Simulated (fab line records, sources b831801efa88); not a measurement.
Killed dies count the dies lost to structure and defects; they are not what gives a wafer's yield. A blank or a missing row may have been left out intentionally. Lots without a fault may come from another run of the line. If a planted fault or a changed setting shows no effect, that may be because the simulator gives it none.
Problem report in the 8D (eight disciplines) form, filled by code    flow gf180mcu    the parts of the form that need people (team, actions taken, sign-off) are left out

== 1. WHAT WENT WRONG ==
At GF_MIM_SPUTTER_02, cathode-dc-power-W averages 9973 W over 6 wafers from 2 lots, while fault-free wafers read 10600 W, standard deviation 2.1. That is -99 or more standard deviations from the usual mean.
The step: material AlCu, target thk 450 nm, time 23.9 s.
First seen on wafer L125.1, day 27 10:29, on pvd-sputter-02. At this step, 18 wafers from 6 lots have a number in the record. By rule, "out" or "out of limits" means more than 4 standard deviations away from the usual mean. The other wafers with a number count as sound.

== 2. WHAT IT IS; WHAT IT IS NOT ==
question                     is                      is not
which readings at this step  cathode-dc-power-W      throttle-valve-pct
which lots                   L125, L128              L116, L118, L126, L139
which wafers of those lots   all that have a number  -
read on which tools          pvd-sputter-02          pvd-sputter-03, pvd-sputter-04
when                         from day 27 10:29       up to then (6 sound wafers); but 6 sound wafers of L126, L139 came after

== 3. THE SUSPECTS, EACH WITH WHAT RULES IT OUT ==
Counting: a tool stays on the suspect list if, at a process step up to the reading, it processed all lots that are out and no sound lot following the first of them.
- pvd-sputter-02 at GF_V4_SPUTTER_21 (material Ti, target thk 15 nm, time 80.02 s): kept. It ran every lot that is out, first L125 (day 27 09:40), and no sound lot after that.
- pvd-sputter-02 at GF_MIM_SPUTTER_01 (material TiN, target thk 30 nm, time 25 s): kept. It processed each lot that is out, first L125 at day 27 10:28, and no sound lot thereafter; up to then, the last sound lot it processed was L116 at day 24 10:37.
- pvd-sputter-02 at GF_MIM_SPUTTER_02 (material AlCu, target thk 450 nm, time 23.9 s): kept. It processed each lot that is out, first L125 at day 27 10:29, and no sound lot thereafter; up to then, the last sound lot it processed was L116 at day 24 10:38. Its own cathode-dc-power-W readings are out on those wafers.
Still standing after the count: pvd-sputter-02 at GF_V4_SPUTTER_21, pvd-sputter-02 at GF_MIM_SPUTTER_01, pvd-sputter-02 at GF_MIM_SPUTTER_02.

== 4. THE CAUSE (what the simulator had put in) ==
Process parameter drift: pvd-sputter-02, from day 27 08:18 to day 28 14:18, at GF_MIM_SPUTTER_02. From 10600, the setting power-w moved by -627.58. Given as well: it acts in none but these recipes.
Counting leaves 3 suspects; this tool is one of them.

== 5. THE EFFECT CHAIN, in route order ==
Rows list readings where the struck wafers' mean (over those with a number) sits beyond 3 standard deviations from the usual. Only readings for which the record gives a usual standard deviation are gone through. hours: the time from each lot's start at the first step in this table that gives one to its start at this step, as a median over the lots. sigmas: the change in usual standard deviations.
hours  step               reading             usual    on struck wafers  change  sigmas
0      GF_MIM_SPUTTER_02  cathode-dc-power-W  10600 W  9973              -627    -99 or more
Here are the process steps it includes:
- GF_MIM_SPUTTER_02: material AlCu, target thk 450 nm, time 23.9 s.

== 6. WHAT WOULD HAVE CAUGHT IT SOONER ==
In this record the first reading out of limits was taken at day 27 10:29, 2 hours after the fault began at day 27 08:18.
